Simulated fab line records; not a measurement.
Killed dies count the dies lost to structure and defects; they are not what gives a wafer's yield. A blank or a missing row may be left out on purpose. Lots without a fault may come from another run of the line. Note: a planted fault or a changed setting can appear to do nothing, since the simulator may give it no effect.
Matching of chambers | flow sky130 | SKY_VIA1_CMP_02 on cmp-02 has 4 sister chambers
The step polishes SiO2. 8 wafers are shown with their chamber, then 8 later ones without.

WAFERS PAIRED WITH THEIR CHAMBERS
wafer  | chamber | motor current A (A) | retaining ring pressure frac
L737.4 | 1       | 14.1                | 1.005
L738.5 | 2       | 11.4                | 0.998
L743.1 | 0       | 12.2                | 0.995
L743.6 | 3       | 11.2                | 1.002
L750.1 | 3       | 11.0                | 1.004
L750.3 | 0       | 12.9                | 0.991
L750.4 | 2       | 12.0                | 0.993
L752.1 | 1       | 14.0                | 1.000

WAFERS WHOSE CHAMBER IS MISSING
wafer  | motor current A (A) | retaining ring pressure frac
L752.2 | 11.8                | 1.002
L752.6 | 10.9                | 0.998
L754.2 | 12.6                | 1.001
L754.4 | 11.1                | 1.005
L754.6 | 12.7                | 0.998
L756.1 | 13.9                | 1.001
L756.2 | 11.1                | 1.007
L756.4 | 11.3                | 0.995

CHAMBER TAKEN BY EACH
wafer  | from the rows above               | in truth
L752.2 | can't be placed: 3 or 2 or 0      | 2
L752.6 | can't be placed: 3 or 2           | 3
L754.2 | can't be placed: 0 or 2 or 1 or 3 | 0
L754.4 | 3                                 | 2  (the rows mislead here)
L754.6 | can't be placed: 0 or 2           | 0
L756.1 | 1                                 | 1
L756.2 | 3                                 | 3
L756.4 | can't be placed: 2 or 3           | 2
Placed correctly: 2 of 8. Can't be placed from these rows: 5 (the true chamber is among the candidates in 5). Number placed wrongly: 1.
How it was worked out, from the rows above alone: a wafer's distance from a chamber is the root of the sum, over the readings, of the square of ((its reading less the chamber's mean) divided by the reading's scatter). If the next closest chamber is less than 2 further off than the closest, the wafer can't be placed; otherwise it belongs to the closest. Each chamber's mean is taken over the wafers shown for it. The scatter is the square root of a quotient: the sum, over the shown wafers, of each reading's squared deviation from its chamber's mean, divided by wafers minus chambers.
